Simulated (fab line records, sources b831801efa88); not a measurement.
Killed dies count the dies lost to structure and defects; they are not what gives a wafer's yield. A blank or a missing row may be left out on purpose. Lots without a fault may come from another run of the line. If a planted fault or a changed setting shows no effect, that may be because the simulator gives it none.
Which tool did it? ; flow sky130 ; 15 lots, 45 wafers sampled, at 4 steps of a route of 708

== WHAT EACH GAUGE READ, for each wafer ==
SKY_FIELD_ISO_CD_MEAS_13: the cd target is 150 nm. Usual: cd-nm reads 150.2 nm (standard deviation 1.6).
lot;measured;on;cd-nm (nm);flag
L521;day 2 04:02;cd-sem-02;151.6 150.6 150.7;
L523;day 2 19:04;cd-sem-02;148.2 148.4 148.1;
L524;day 3 00:23;cd-sem-02;146.9 147.3 149.8;
L525;day 3 03:41;cd-sem-02;148.7 148.5 148.6;
L526;day 3 10:10;cd-sem-01;152.4 153.4 151.6;
L527;day 3 14:40;cd-sem-01;150.8 151.1 150.6;
L530;day 4 08:40;cd-sem-02;152.6 152.2 152.7;
L533;day 4 18:52;cd-sem-01;145.8 148.1 148.1;
L534;day 5 00:10;cd-sem-02;150.3 149.3 149.7;
L535;day 5 05:13;cd-sem-02;151.7 151.9 152.5;
L536;day 5 11:11;cd-sem-02;150.0 148.6 148.9;
L538;day 5 21:40;cd-sem-02;149.4 148.8 149.1;
L542;day 6 20:14;cd-sem-01;152.5 151.1 150.6;
L543;day 7 06:14;cd-sem-02;149.0 149.6 148.9;
L544;day 7 06:22;cd-sem-02;151.3 151.0 150.8;

SKY_FIELD_ISO_THK_MEAS_25. Usual: FIELD_ISO_CVD_24_THK 594 nm, standard deviation 5.6.
lot;measured;on;FIELD_ISO_CVD_24_THK (nm);flag
L521;day 2 06:00;film-metro-02;593 590 588;
L523;day 2 21:01;film-metro-01;594 586 594;
L524;day 3 02:21;film-metro-01;595 599 591;
L525;day 3 05:40;film-metro-02;582 580 586;
L526;day 3 12:16;film-metro-03;586 594 590;
L527;day 3 16:38;film-metro-02;607 596 601;
L530;day 4 11:41;film-metro-01;594 592 596;
L533;day 4 20:49;film-metro-01;591 593 589;
L534;day 5 02:44;film-metro-02;602 600 601;
L535;day 5 07:11;film-metro-01;597 593 595;
L536;day 5 13:49;film-metro-01;600 606 601;
L538;day 6 03:37;film-metro-01;593 599 584;
L542;day 6 22:41;film-metro-02;601 586 593;
L543;day 7 08:24;film-metro-01;587 592 596;
L544;day 7 09:35;film-metro-02;593 595 592;

SKY_LI_CONTACT_OVL_MEAS_13. Usual: LI_CONTACT_OVL 1 nm, standard deviation 5.3.
lot;measured;on;LI_CONTACT_OVL (nm);flag
L521;day 28 19:47;overlay-02;3 6 7;
L523;day 29 18:12;overlay-02;-2 -6 -1;
L524;day 30 01:55;overlay-01;7 3 14;
L525;day 30 07:01;overlay-02;6 -2 4;
L526;day 30 18:19;overlay-02;-3 0 0;
L527;day 31 03:31;overlay-02;3 -3 -4;
L530;day 32 08:19;overlay-02;-1 4 -5;
L533;day 33 11:09;overlay-01;-4 -6 -5;
L534;day 33 04:01;overlay-02;1 1 -4;
L535;day 33 12:41;overlay-01;-2 3 1;
L536;day 34 02:52;overlay-02;-8 1 -1;
L538;day 36 04:38;overlay-01;2 4 -7;
L542;day 36 05:58;overlay-01;-2 -1 0;
L543;day 36 12:37;overlay-01;-9 -3 -8;
L544;day 36 08:49;overlay-01;-5 1 -9;

== EACH LOT AND THE TOOL THAT RAN IT (in order: tool; ch and the chambers of the sampled wafers; start) ==
lot;SKY_RES_XHIGH_SOFTBAKE_03
L521;litho-track-04 ch 0, day 25 15:38
L523;litho-track-03 ch 0, day 26 18:42
L524;litho-track-04 ch 0, day 27 00:44
L525;litho-track-03 ch 0, day 27 09:04
L526;litho-track-01 ch 0, day 27 21:10
L527;litho-track-03 ch 0, day 28 04:19
L530;litho-track-01 ch 0, day 29 10:16
L533;litho-track-01 ch 0, day 30 11:47
L534;litho-track-03 ch 0, day 30 07:25
L535;litho-track-03 ch 0, day 30 14:34
L536;litho-track-03 ch 0, day 31 06:43
L538;litho-track-04 ch 0, day 33 07:05
L542;litho-track-04 ch 0, day 33 08:20
L543;litho-track-04 ch 0, day 33 16:44
L544;litho-track-04 ch 0, day 33 12:20
- SKY_RES_XHIGH_SOFTBAKE_03: time 60 s.

== AS READ BY THE TOOLS THEMSELVES (means over the sampled wafers that have a number; for cases with no such wafer, the mark the record gives instead) ==
SKY_RES_XHIGH_SOFTBAKE_03. Usual: run-length-s reads 89.15 s (standard deviation 0.14).
lot;tool;run-length-s (s);flag
L521;litho-track-04;89.09;
L523;litho-track-03;89.14;
L524;litho-track-04;89.24;
L525;litho-track-03;89.20;
L526;litho-track-01;88.96;
L527;litho-track-03;89.35;
L530;litho-track-01;89.26;
L533;litho-track-01;89.11;
L534;litho-track-03;106.99;OFF
L535;litho-track-03;107.00;OFF
L536;litho-track-03;106.90;OFF
L538;litho-track-04;89.03;
L542;litho-track-04;89.14;
L543;litho-track-04;89.17;
L544;litho-track-04;89.10;

== THE ANSWER, worked out from the rows above alone ==
Rule: lot off if the mean of its wafers having a number is beyond 3 standard deviations from the usual mean. A lot without any number at a reading at which 4 lots or more have one is off too. The other lots that the step has rows for count as sound. After the gauges, taken in route order, come the tools' own readings; for these a lot's mean is taken, as printed above. At the first step where some lot is off, the reading lying furthest off is the one used; lots without a number count as furthest.
Off, at SKY_RES_XHIGH_SOFTBAKE_03 on run-length-s: L534, L535, L536.
A tool fits if, at that step or a process step before it, it ran every lot that is off, and no sound lot after the first of them. One candidate fits, namely litho-track-03 at SKY_RES_XHIGH_SOFTBAKE_03. A fault onset in the window from L527 (day 28 04:19, its last sound lot) to L534 (day 30 07:25, its first lot off) fits.
On the lots that are off, the tool's own readings at SKY_RES_XHIGH_SOFTBAKE_03 differ by more than 5 times the standard deviation of the sound lots' means, which bears it out; run-length-s reads 106.96 s there versus 89.15 s on the sound lots.

== WHAT WAS PUT IN BY THE SIMULATOR ==
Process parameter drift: litho-track-03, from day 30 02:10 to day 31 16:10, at SKY_RES_XHIGH_SOFTBAKE_03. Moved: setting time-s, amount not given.
Lots struck among those shown: L534, L535, L536. The same result came from the rule above.
